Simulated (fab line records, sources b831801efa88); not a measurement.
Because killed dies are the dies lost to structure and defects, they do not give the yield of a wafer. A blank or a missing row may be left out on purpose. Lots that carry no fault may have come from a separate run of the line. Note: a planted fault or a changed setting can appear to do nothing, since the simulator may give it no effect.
The tool behind it: which one? | flow gf180mcu | Sampling: 14 lots, 42 wafers, 5 of 602 route steps

== WHAT EACH GAUGE READ, for each wafer ==
GF_VT_IMPLANT_TW_MEAS_43.
lot  | measured     | on            | VT_IMPLANT_4_TW
L403 | day 7 10:28  | film metro-04 | 691 692 692
L404 | day 8 00:50  | film metro-01 | 687 691 689
L406 | day 8 05:26  | film metro-03 | 680 681 680
L408 | day 9 06:12  | film metro-01 | 686 688 688
L409 | day 9 05:11  | film metro-03 | 688 681 678
L410 | day 9 11:49  | film metro-04 | 685 683 682
L412 | day 10 04:53 | film metro-03 | 681 682 680
L419 | day 11 23:14 | film metro-03 | 30 30 30
L420 | day 12 06:29 | film metro-03 | 30 30 30
L421 | day 12 15:41 | film metro-01 | 685 688 687
L422 | day 12 19:56 | film metro-03 | 687 684 683
L423 | day 13 04:13 | film metro-04 | 690 693 687
L424 | day 13 10:47 | film metro-01 | 682 685 686
L426 | day 14 00:41 | film metro-04 | 686 687 686

GF_HV_LDD_OVL_MEAS_08.
lot  | measured     | on         | HV_LDD_OVL (nm)
L403 | day 9 18:47  | overlay-01 | 2.0 2.6 2.1
L404 | day 10 13:01 | overlay-02 | 2.6 1.9 3.5
L406 | day 10 18:23 | overlay-02 | -1.4 -1.2 -0.9
L408 | day 11 20:29 | overlay-01 | 2.2 2.2 0.8
L409 | day 11 19:47 | overlay-01 | 0.0 -0.3 2.7
L410 | day 12 04:07 | overlay-01 | -0.4 -1.9 -0.2
L412 | day 12 21:58 | overlay-02 | 0.7 -1.5 -1.1
L421 | day 15 15:31 | overlay-01 | -0.4 0.1 0.9
L422 | day 15 18:58 | overlay-02 | 0.0 -1.5 -2.4
L423 | day 16 01:39 | overlay-02 | -1.6 -0.6 -0.9
L424 | day 16 10:01 | overlay-01 | -0.3 -0.1 3.1
L426 | day 17 01:50 | overlay-01 | -1.0 0.8 -1.6

GF_HV_LDD_TW_MEAS_11.
lot  | measured     | on            | HV_LDD_TW
L403 | day 9 19:05  | film metro-01 | 2389 2395 2401
L404 | day 10 13:18 | film metro-01 | 2404 2406 2395
L406 | day 10 18:43 | film metro-01 | 2381 2402 2390
L408 | day 11 20:47 | film metro-04 | 2393 2392 2387
L409 | day 11 20:04 | film metro-02 | 2390 2404 2397
L410 | day 12 04:24 | film metro-02 | 2411 2409 2407
L412 | day 12 22:14 | film metro-01 | 2396 2398 2389
L421 | day 15 15:49 | film metro-01 | 2410 2400 2406
L422 | day 15 19:26 | film metro-04 | 2396 2389 2388
L423 | day 16 01:56 | film metro-04 | 2380 2393 2384
L424 | day 16 10:18 | film metro-04 | 2392 2389 2383
L426 | day 17 02:07 | film metro-02 | 2416 2408 2413

== TOOL THAT RAN EACH LOT (tool first, then ch and the chambers of the sampled wafers, then the start) ==
lot  | GF_STI_ETCH_13                    | GF_VT_IMPLANT_IMPLANT_41
L403 | rie diel-03 ch 0,1,3, day 2 00:13 | implanter-04 ch 0, day 7 10:13
L404 | rie diel-03 ch 0,1,2, day 2 10:05 | implanter-04 ch 0, day 8 00:35
L406 | rie diel-02 ch 1,2, day 2 16:44   | implanter-04 ch 0, day 8 05:13
L408 | rie diel-04 ch 1,3, day 3 05:31   | implanter-02 ch 0, day 9 05:59
L409 | rie diel-02 ch 0,1,2, day 3 07:40 | implanter-02 ch 0, day 9 04:56
L410 | rie diel-03 ch 0,2,3, day 3 13:07 | implanter-04 ch 0, day 9 11:34
L412 | rie diel-04 ch 0,1,3, day 4 01:46 | implanter-04 ch 0, day 10 04:38
L419 | rie diel-03 ch 1,2,3, day 5 12:08 | implanter-01, day 11 22:59
L420 | rie diel-03 ch 1,2,3, day 5 16:44 | implanter-02, day 12 06:14
L421 | rie diel-04 ch 0,2,3, day 5 21:55 | implanter-02 ch 0, day 12 15:28
L422 | rie diel-04 ch 0,1,2, day 6 03:31 | implanter-01 ch 0, day 12 19:43
L423 | rie diel-03 ch 0,2,3, day 6 08:12 | implanter-01 ch 0, day 13 04:01
L424 | rie diel-04 ch 1,3, day 6 13:32   | implanter-01 ch 0, day 13 10:33
L426 | rie diel-02 ch 1,3, day 6 23:29   | implanter-01 ch 0, day 14 00:27
- GF_STI_ETCH_13: etches the open film in CHF3/O2, stops on Si, target depth 282.31 nm, time 112.9 s.
- GF_VT_IMPLANT_IMPLANT_41

== WHAT THE TOOLS THEMSELVES READ (means of the sampled wafers that have a number; where no wafer has one, the mark that the record gives instead) ==
GF_STI_ETCH_13.
lot  | tool        | drypump motor current A (A) | oes product au (a.u.) | rf fwd power W (W) | throttle valve pct (%)
L403 | rie diel-03 | 5.6                         | 0.833                 | 596.9              | 8.812
L404 | rie diel-03 | 5.8                         | 0.831                 | 596.3              | 8.814
L406 | rie diel-02 | 5.9                         | 0.829                 | 597.8              | 8.807
L408 | rie diel-04 | 6.1                         | 0.823                 | 599.3              | 8.807
L409 | rie diel-02 | 6.1                         | 0.839                 | 598.0              | 8.818
L410 | rie diel-03 | 5.9                         | 0.827                 | 597.2              | 8.808
L412 | rie diel-04 | 5.7                         | 0.836                 | 597.6              | 8.807
L419 | rie diel-03 | 5.9                         | 0.836                 | 596.4              | 8.797
L420 | rie diel-03 | 5.9                         | 0.828                 | 596.7              | 8.806
L421 | rie diel-04 | 5.6                         | 0.827                 | 597.8              | 8.821
L422 | rie diel-04 | 5.5                         | 0.837                 | 596.9              | 8.815
L423 | rie diel-03 | 5.9                         | 0.832                 | 597.2              | 8.812
L424 | rie diel-04 | 6.1                         | 0.832                 | 597.3              | 8.816
L426 | rie diel-02 | 6.0                         | 0.844                 | 598.6              | 8.808

GF_VT_IMPLANT_IMPLANT_41.
lot  | tool         | beam energy keV | beam on s (s)
L403 | implanter-04 | 69.997          | 10.01
L404 | implanter-04 | 70.036          | 10.04
L406 | implanter-04 | 69.989          | 10.15
L408 | implanter-02 | 69.993          | 10.08
L409 | implanter-02 | 70.014          | 9.95
L410 | implanter-04 | 69.997          | 10.03
L412 | implanter-04 | 69.983          | 10.06
L419 | implanter-01 | -               | -
L420 | implanter-02 | -               | -
L421 | implanter-02 | 69.978          | 9.93
L422 | implanter-01 | 69.998          | 10.11
L423 | implanter-01 | 70.009          | 10.00
L424 | implanter-01 | 69.995          | 10.15
L426 | implanter-01 | 70.000          | 10.07

== THE ANSWER, worked out from the rows above alone ==
Rule: the lots themselves supply what counts as usual. Put in order of their means at a reading, lots are off if they are a third of the lots or fewer, leave a main group of 4 or more, and stand apart from it by a gap of 3 or more times the standard deviation of the main group's means; of several such gaps the widest counts. A main group whose means are all the same, to the digits that the tables above print for the reading, isn't used. Also off: a lot with no number at a reading for which 4 or more lots have one. Where the step has rows for the other lots, those lots are counted as sound. After the gauges, taken in route order, come the tools' own readings; for these a lot's mean is taken, as printed above. At the first step where some lot is off, the reading lying furthest off is the one used; lots without a number count as furthest.
Off: L419, L420, at GF_VT_IMPLANT_TW_MEAS_43 (VT_IMPLANT_4_TW). For the main group the mean is 686 and the standard deviation 3.4.
If a tool, at a process step before that reading, ran all the lots that are off and no sound lot after the first of them, it fits. Not tried: the gauges at GF_VT_IMPLANT_TW_MEAS_43; whatever is off there is also off at GF_VT_IMPLANT_IMPLANT_41, on other tools, and gauge error can't account for it. None of those tried fits.

== WHAT WAS PUT IN BY THE SIMULATOR ==
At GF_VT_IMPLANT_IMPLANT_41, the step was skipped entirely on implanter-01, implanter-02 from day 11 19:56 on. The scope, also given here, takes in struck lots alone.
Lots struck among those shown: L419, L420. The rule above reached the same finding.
